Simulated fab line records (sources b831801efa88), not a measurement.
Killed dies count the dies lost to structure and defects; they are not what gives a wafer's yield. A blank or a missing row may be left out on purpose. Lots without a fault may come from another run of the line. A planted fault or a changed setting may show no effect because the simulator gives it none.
A struck lot beside a sound one / flow sky130 / 27 steps out of a route of 708
Sound: wafers L818.4, L818.5, L818.6. Struck: wafer L829.4. (L829.5, L829.6 of the same lot were not struck and are left out.) The cause comes at the end.
At each step with rows: each side's tool, then ch and its chambers, then its first start. Under that, the readings that differ: sound wafers / struck wafers / difference of the means / sigmas: that difference in standard deviations of wafers without a fault.
alike: words and numbers the same on both sides, and readings whose means are apart by under 2 such deviations; not compared: readings that were withheld, readings missing a value for some wafer, numbers with overlapping values and no deviation given by the record, and bounds like >300 which may hide the same value.
The two part at a step that has a row with sigmas, a row that says differs or no value, or rows on one side only. When numbers do not overlap yet have no deviation, they are printed without sigmas and do not part them. A reading that every wafer of one side lacks parts them only if that side has two wafers or more.

first, 10 steps without rows for these wafers: SKY_LOCAL_INTERCONNECT_SOFTBAKE_07 (time 90 s); SKY_LOCAL_INTERCONNECT_EXPOSE_08 (exposes mask LI1M, target cd 170 nm); SKY_LOCAL_INTERCONNECT_PEB_09; SKY_LOCAL_INTERCONNECT_DEVELOP_10 (develop time 60 s); SKY_LOCAL_INTERCONNECT_ETCH_13 (etches BARC in N2/H2, stops on SiO2, time 45.9 s, target depth 60 nm); SKY_LOCAL_INTERCONNECT_METAL_ETCH_14 (etches TiN in Cl2/BCl3, stops on PSG, target depth 110 nm, time 31.4 s); SKY_LOCAL_INTERCONNECT_STRIP_15 (strips in O2/N2); SKY_LOCAL_INTERCONNECT_STRIP_16 (strips in post etch residue remover, time 1200 s); SKY_LOCAL_INTERCONNECT_CLEAN_17 (cleans in IPA, time 180 s); SKY_LOCAL_INTERCONNECT_CLEAN_18 (cleans in O3/DIW).
SKY_CONTACT_CVD_00: deposits Si3N4, target thk 75 nm.
  sound on pecvd-01 ch 0,1,2, day 32 21:20; struck on pecvd-01 ch 0, day 36 11:00
reading=model.Si3N4_of_CONTACT_CVD_00.thk nm (nm); sound=76.95 76 76.08; struck=59.21; difference=-17.13; sigmas=
  alike: heater power w
  not compared: susceptor temp C
SKY_CONTACT_THK_MEAS_01:
  sound: film metro-04 at day 32 21:23; struck: film metro-03 at day 36 11:03
reading=CONTACT_CVD_00_THK (nm); sound=77.0 76.0 76.1; struck=59.2; difference=-17.2; sigmas=-17
then, 12 steps without rows for these wafers: SKY_CONTACT_HDPCVD_02 (deposits SiO2, target thk 565 nm, time 94.2 s); SKY_CONTACT_CMP_04 (polishes SiO2); SKY_CONTACT_DEHYDRATE_06 (time 60 s); SKY_CONTACT_HMDS_07 (prime time 60 s); SKY_CONTACT_COAT_08 (resist thk 60 nm); SKY_CONTACT_COAT_09 (resist thk 450 nm); SKY_CONTACT_SOFTBAKE_10 (time 90 s); SKY_CONTACT_EXPOSE_11 (exposes mask CTM1, target cd 170 nm); SKY_CONTACT_PEB_12; SKY_CONTACT_DEVELOP_13 (develop time 60 s); SKY_CONTACT_ETCH_16 (etches BARC in N2/H2, stops on SiO2, time 45.9 s, target depth 60 nm); SKY_CONTACT_ETCH_17 (etches SiO2 in C4F8/O2/Ar, stops on Si3N4, target depth 340 nm).
SKY_CONTACT_ETCH_18: etches Si3N4 in CHF3/O2, stops on TiN, time 39 s, target depth 75 nm.
  sound on rie diel-03 ch 1,2; struck on rie diel-04 ch 2
reading=oes product au (a.u.); sound=0.859 0.860 0.853; struck=0.758; difference=-0.099; sigmas=-14
reading=throttle valve pct (%); sound=8.781 8.791 8.799; struck=8.766; difference=-0.024; sigmas=-3
reading=model.etch.depth nm (nm); sound=76.95 76 76.08; struck=59.21; difference=-17.13; sigmas=
  alike: O2_flow_sccm, drypump motor current A
  not compared: rf hours counter h
then, 1 step without rows for these wafers: SKY_CONTACT_STRIP_19 (strips in O2/N2).
-- the record jumps here: 14 days lie between the struck wafers' starts before and after (it left off in module CONTACT and takes up again in module PAD_OPEN, whose first step shown is number 708 of the route) --
SKY_PAD_OPEN_PROBE_99:
  sound: prober-01 at day 48 01:02; struck: prober-02 at day 50 14:56
reading=killed_at_M4_up; sound=6 6 4; struck=2; difference=-3; sigmas=-2
  alike: killed_at_M0_to_M3, killed at contacts, killed at front end, killed at other, killed dies, killed open, killed short

== WHERE THEY PART ==
First at SKY_CONTACT_THK_MEAS_01; last, within this record, at SKY_PAD_OPEN_PROBE_99.

WHY: what the simulator had put in
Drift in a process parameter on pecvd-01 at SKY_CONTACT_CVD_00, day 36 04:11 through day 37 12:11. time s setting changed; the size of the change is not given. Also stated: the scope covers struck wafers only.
